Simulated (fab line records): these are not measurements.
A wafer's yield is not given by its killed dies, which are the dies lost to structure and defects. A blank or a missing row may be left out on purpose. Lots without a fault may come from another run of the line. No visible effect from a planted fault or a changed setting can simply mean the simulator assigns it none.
Which tool is to blame? || flow sky130 || 36 wafers from 12 lots sampled at 5 of the route's 708 steps

== WHAT THE GAUGES READ, wafer by wafer ==
SKY_SONOS_ONO_THK_MEAS_05. Usual: SONOS_ONO_CVD_04_THK gives 5.77 nm (standard deviation 0.12).
{"lot": "L698", "measured": "day 11 13:06", "on": "filmMetro-03", "SONOS_ONO_CVD_04_THK (nm)": "5.67 5.72 5.65", "flag": ""}
{"lot": "L699", "measured": "day 11 22:18", "on": "filmMetro-04", "SONOS_ONO_CVD_04_THK (nm)": "5.70 5.70 5.67", "flag": ""}
{"lot": "L701", "measured": "day 13 01:46", "on": "filmMetro-02", "SONOS_ONO_CVD_04_THK (nm)": "5.48 5.47 5.47", "flag": ""}
{"lot": "L702", "measured": "day 13 09:19", "on": "filmMetro-04", "SONOS_ONO_CVD_04_THK (nm)": "5.85 5.89 5.88", "flag": ""}
{"lot": "L703", "measured": "day 13 09:20", "on": "filmMetro-02", "SONOS_ONO_CVD_04_THK (nm)": "5.95 5.92 5.86", "flag": ""}
{"lot": "L706", "measured": "day 14 09:49", "on": "filmMetro-04", "SONOS_ONO_CVD_04_THK (nm)": "7.46 7.31 7.42", "flag": "OFF"}
{"lot": "L714", "measured": "day 16 22:52", "on": "filmMetro-03", "SONOS_ONO_CVD_04_THK (nm)": "5.82 5.81 5.70", "flag": ""}
{"lot": "L715", "measured": "day 17 09:04", "on": "filmMetro-03", "SONOS_ONO_CVD_04_THK (nm)": "5.71 5.64 5.75", "flag": ""}
{"lot": "L716", "measured": "day 17 13:41", "on": "filmMetro-04", "SONOS_ONO_CVD_04_THK (nm)": "5.80 5.74 5.70", "flag": ""}
{"lot": "L718", "measured": "day 18 05:20", "on": "filmMetro-02", "SONOS_ONO_CVD_04_THK (nm)": "5.82 5.80 5.86", "flag": ""}
{"lot": "L720", "measured": "day 18 22:57", "on": "filmMetro-04", "SONOS_ONO_CVD_04_THK (nm)": "5.75 5.73 5.81", "flag": ""}
{"lot": "L721", "measured": "day 19 10:14", "on": "filmMetro-04", "SONOS_ONO_CVD_04_THK (nm)": "5.79 5.77 5.77", "flag": ""}

SKY_POLY_GATE_CD_MEAS_13: target cd 150 nm. Usual: 150.6 nm for cdNm, sd 1.2.
{"lot": "L698", "measured": "day 16 03:11", "on": "cdSem-01", "cdNm (nm)": "153.4 153.1 153.5", "flag": ""}
{"lot": "L699", "measured": "day 16 15:11", "on": "cdSem-02", "cdNm (nm)": "149.1 150.0 150.0", "flag": ""}
{"lot": "L701", "measured": "day 18 01:34", "on": "cdSem-02", "cdNm (nm)": "151.1 151.9 151.7", "flag": ""}
{"lot": "L702", "measured": "day 18 11:15", "on": "cdSem-01", "cdNm (nm)": "150.4 150.7 149.7", "flag": ""}
{"lot": "L703", "measured": "day 18 08:25", "on": "cdSem-02", "cdNm (nm)": "149.1 149.0 149.6", "flag": ""}
{"lot": "L706", "measured": "day 19 14:59", "on": "cdSem-01", "cdNm (nm)": "152.4 152.3 151.7", "flag": ""}
{"lot": "L714", "measured": "day 22 08:18", "on": "cdSem-01", "cdNm (nm)": "149.3 149.9 151.5", "flag": ""}
{"lot": "L715", "measured": "day 22 19:17", "on": "cdSem-02", "cdNm (nm)": "148.1 149.9 149.9", "flag": ""}
{"lot": "L716", "measured": "day 22 23:57", "on": "cdSem-01", "cdNm (nm)": "152.5 152.5 151.0", "flag": ""}
{"lot": "L718", "measured": "day 23 15:10", "on": "cdSem-01", "cdNm (nm)": "150.9 150.3 151.0", "flag": ""}
{"lot": "L720", "measured": "day 24 08:39", "on": "cdSem-02", "cdNm (nm)": "152.4 152.2 152.9", "flag": ""}
{"lot": "L721", "measured": "day 24 18:24", "on": "cdSem-02", "cdNm (nm)": "151.2 150.5 150.6", "flag": ""}

SKY_LI_CONTACT_OVL_MEAS_13. Usual: LI_CONTACT_OVL gives 3 nm (standard deviation 5).
{"lot": "L698", "measured": "day 28 23:37", "on": "overlay-01", "LI_CONTACT_OVL (nm)": "6 2 4", "flag": ""}
{"lot": "L699", "measured": "day 29 12:00", "on": "overlay-02", "LI_CONTACT_OVL (nm)": "4 10 6", "flag": ""}
{"lot": "L701", "measured": "day 30 19:36", "on": "overlay-02", "LI_CONTACT_OVL (nm)": "4 1 4", "flag": ""}
{"lot": "L702", "measured": "day 31 05:59", "on": "overlay-01", "LI_CONTACT_OVL (nm)": "2 5 1", "flag": ""}
{"lot": "L703", "measured": "day 30 23:32", "on": "overlay-02", "LI_CONTACT_OVL (nm)": "7 8 12", "flag": ""}
{"lot": "L706", "measured": "day 32 02:19", "on": "overlay-01", "LI_CONTACT_OVL (nm)": "12 6 -3", "flag": ""}
{"lot": "L714", "measured": "day 34 14:55", "on": "overlay-01", "LI_CONTACT_OVL (nm)": "-5 -7 -3", "flag": ""}
{"lot": "L715", "measured": "day 34 22:08", "on": "overlay-01", "LI_CONTACT_OVL (nm)": "4 2 2", "flag": ""}
{"lot": "L716", "measured": "day 35 02:10", "on": "overlay-02", "LI_CONTACT_OVL (nm)": "12 14 9", "flag": ""}
{"lot": "L718", "measured": "day 35 16:37", "on": "overlay-01", "LI_CONTACT_OVL (nm)": "7 1 3", "flag": ""}
{"lot": "L720", "measured": "day 36 04:42", "on": "overlay-01", "LI_CONTACT_OVL (nm)": "10 12 7", "flag": ""}
{"lot": "L721", "measured": "day 36 14:12", "on": "overlay-01", "LI_CONTACT_OVL (nm)": "4 -1 -6", "flag": ""}

== TOOL THAT RAN EACH LOT (tool first, then ch and the chambers of the sampled wafers, then the start) ==
{"lot": "L698", "SKY_SONOS_ONO_CVD_04": "lpcvd-03 ch 1, day 11 11:50", "SKY_SD_N_STRIP_11": "plasmaAsher-01 ch 0,1, day 27 17:30"}
{"lot": "L699", "SKY_SONOS_ONO_CVD_04": "lpcvd-03 ch 0, day 11 21:02", "SKY_SD_N_STRIP_11": "plasmaAsher-03 ch 0,1, day 28 05:39"}
{"lot": "L701", "SKY_SONOS_ONO_CVD_04": "lpcvd-03 ch 1, day 13 00:31", "SKY_SD_N_STRIP_11": "plasmaAsher-03 ch 0,1, day 29 14:13"}
{"lot": "L702", "SKY_SONOS_ONO_CVD_04": "lpcvd-03 ch 0, day 13 08:04", "SKY_SD_N_STRIP_11": "plasmaAsher-02 ch 0,1, day 30 00:02"}
{"lot": "L703", "SKY_SONOS_ONO_CVD_04": "lpcvd-03 ch 0, day 13 08:04", "SKY_SD_N_STRIP_11": "plasmaAsher-03 ch 0,1, day 29 18:48"}
{"lot": "L706", "SKY_SONOS_ONO_CVD_04": "lpcvd-03 ch 0, day 14 08:32", "SKY_SD_N_STRIP_11": "plasmaAsher-02 ch 0,1, day 30 22:37"}
{"lot": "L714", "SKY_SONOS_ONO_CVD_04": "lpcvd-03 ch 1, day 16 21:37", "SKY_SD_N_STRIP_11": "plasmaAsher-01 ch 0,1, day 33 11:22"}
{"lot": "L715", "SKY_SONOS_ONO_CVD_04": "lpcvd-03 ch 0, day 17 07:49", "SKY_SD_N_STRIP_11": "plasmaAsher-03 ch 0,1, day 33 18:25"}
{"lot": "L716", "SKY_SONOS_ONO_CVD_04": "lpcvd-03 ch 1, day 17 12:26", "SKY_SD_N_STRIP_11": "plasmaAsher-02 ch 0,1, day 33 23:20"}
{"lot": "L718", "SKY_SONOS_ONO_CVD_04": "lpcvd-03 ch 0, day 18 04:05", "SKY_SD_N_STRIP_11": "plasmaAsher-03 ch 0,1, day 34 13:23"}
{"lot": "L720", "SKY_SONOS_ONO_CVD_04": "lpcvd-03 ch 1, day 18 21:42", "SKY_SD_N_STRIP_11": "plasmaAsher-03 ch 0,1, day 35 01:34"}
{"lot": "L721", "SKY_SONOS_ONO_CVD_04": "lpcvd-03 ch 0, day 19 08:59", "SKY_SD_N_STRIP_11": "plasmaAsher-02 ch 0,1, day 35 11:01"}
- SKY_SONOS_ONO_CVD_04: deposits SiO2 from SiH4/N2O, target thk 5.7199 nm.
- SKY_SD_N_STRIP_11: strips in O2/N2.

== WHAT THE TOOLS THEMSELVES READ (means of the sampled wafers that have a number; where no wafer has one, the mark that the record gives instead) ==
SKY_SONOS_ONO_CVD_04. Usual: spikeTcLowerC 901.8 C, standard deviation 1.2; susceptorTempC 900.1 C, standard deviation 0.37.
{"lot": "L698", "tool": "lpcvd-03", "spikeTcLowerC (C)": 901.7, "susceptorTempC (C)": 899.6, "flag": ""}
{"lot": "L699", "tool": "lpcvd-03", "spikeTcLowerC (C)": 902.9, "susceptorTempC (C)": 900.5, "flag": ""}
{"lot": "L701", "tool": "lpcvd-03", "spikeTcLowerC (C)": 901.3, "susceptorTempC (C)": 899.9, "flag": ""}
{"lot": "L702", "tool": "lpcvd-03", "spikeTcLowerC (C)": 902.7, "susceptorTempC (C)": 899.3, "flag": ""}
{"lot": "L703", "tool": "lpcvd-03", "spikeTcLowerC (C)": 902.1, "susceptorTempC (C)": 900.2, "flag": ""}
{"lot": "L706", "tool": "lpcvd-03", "spikeTcLowerC (C)": 902.4, "susceptorTempC (C)": 900.6, "flag": ""}
{"lot": "L714", "tool": "lpcvd-03", "spikeTcLowerC (C)": 902.0, "susceptorTempC (C)": 899.8, "flag": ""}
{"lot": "L715", "tool": "lpcvd-03", "spikeTcLowerC (C)": 901.9, "susceptorTempC (C)": 900.1, "flag": ""}
{"lot": "L716", "tool": "lpcvd-03", "spikeTcLowerC (C)": 900.9, "susceptorTempC (C)": 900.0, "flag": ""}
{"lot": "L718", "tool": "lpcvd-03", "spikeTcLowerC (C)": 903.9, "susceptorTempC (C)": 900.3, "flag": ""}
{"lot": "L720", "tool": "lpcvd-03", "spikeTcLowerC (C)": 900.7, "susceptorTempC (C)": 900.6, "flag": ""}
{"lot": "L721", "tool": "lpcvd-03", "spikeTcLowerC (C)": 902.9, "susceptorTempC (C)": 899.8, "flag": ""}

SKY_SD_N_STRIP_11. Usual: drypumpMotorCurrentA 5.6 A, standard deviation 0.3; oesProductAu 0.528 a.u., standard deviation 0.0041; stripTimeToEndpointS 22.55 s, standard deviation 0.04.
{"lot": "L698", "tool": "plasmaAsher-01", "drypumpMotorCurrentA (A)": 5.1, "oesProductAu (a.u.)": 0.526, "stripTimeToEndpointS (s)": 22.54, "flag": ""}
{"lot": "L699", "tool": "plasmaAsher-03", "drypumpMotorCurrentA (A)": 5.6, "oesProductAu (a.u.)": 0.525, "stripTimeToEndpointS (s)": 22.59, "flag": ""}
{"lot": "L701", "tool": "plasmaAsher-03", "drypumpMotorCurrentA (A)": 5.7, "oesProductAu (a.u.)": 0.525, "stripTimeToEndpointS (s)": 22.54, "flag": ""}
{"lot": "L702", "tool": "plasmaAsher-02", "drypumpMotorCurrentA (A)": 5.6, "oesProductAu (a.u.)": 0.525, "stripTimeToEndpointS (s)": 22.53, "flag": ""}
{"lot": "L703", "tool": "plasmaAsher-03", "drypumpMotorCurrentA (A)": 5.7, "oesProductAu (a.u.)": 0.527, "stripTimeToEndpointS (s)": 22.59, "flag": ""}
{"lot": "L706", "tool": "plasmaAsher-02", "drypumpMotorCurrentA (A)": 5.8, "oesProductAu (a.u.)": 0.530, "stripTimeToEndpointS (s)": 22.54, "flag": ""}
{"lot": "L714", "tool": "plasmaAsher-01", "drypumpMotorCurrentA (A)": 5.2, "oesProductAu (a.u.)": 0.531, "stripTimeToEndpointS (s)": 22.60, "flag": ""}
{"lot": "L715", "tool": "plasmaAsher-03", "drypumpMotorCurrentA (A)": 5.6, "oesProductAu (a.u.)": 0.528, "stripTimeToEndpointS (s)": 22.59, "flag": ""}
{"lot": "L716", "tool": "plasmaAsher-02", "drypumpMotorCurrentA (A)": 5.8, "oesProductAu (a.u.)": 0.526, "stripTimeToEndpointS (s)": 22.55, "flag": ""}
{"lot": "L718", "tool": "plasmaAsher-03", "drypumpMotorCurrentA (A)": 5.7, "oesProductAu (a.u.)": 0.531, "stripTimeToEndpointS (s)": 22.60, "flag": ""}
{"lot": "L720", "tool": "plasmaAsher-03", "drypumpMotorCurrentA (A)": 5.7, "oesProductAu (a.u.)": 0.528, "stripTimeToEndpointS (s)": 22.59, "flag": ""}
{"lot": "L721", "tool": "plasmaAsher-02", "drypumpMotorCurrentA (A)": 5.8, "oesProductAu (a.u.)": 0.523, "stripTimeToEndpointS (s)": 22.49, "flag": ""}

== THE ANSWER, worked out from the rows above alone ==
Rule: a lot is off if the mean of its wafers that have a number lies more than 3 standard deviations from the usual mean. A lot without any number at a reading at which 4 lots or more have one is off too. Where the step has rows for the other lots, those lots are counted as sound. After the gauges, taken in route order, come the tools' own readings; for these a lot's mean is taken, as printed above. The first step at which some lot is off is used, and at that step the reading that is off furthest; a lot without a number counts as furthest.
Off: L706, at SKY_SONOS_ONO_THK_MEAS_05 (SONOS_ONO_CVD_04_THK).
A tool fits if, at a process step before that reading, it ran every lot that is off, and no sound lot after the first of them. Those tools and the gauges at SKY_SONOS_ONO_THK_MEAS_05 are tried in the same way. None of those tried fits.

== WHAT THE SIMULATOR PUT IN ==
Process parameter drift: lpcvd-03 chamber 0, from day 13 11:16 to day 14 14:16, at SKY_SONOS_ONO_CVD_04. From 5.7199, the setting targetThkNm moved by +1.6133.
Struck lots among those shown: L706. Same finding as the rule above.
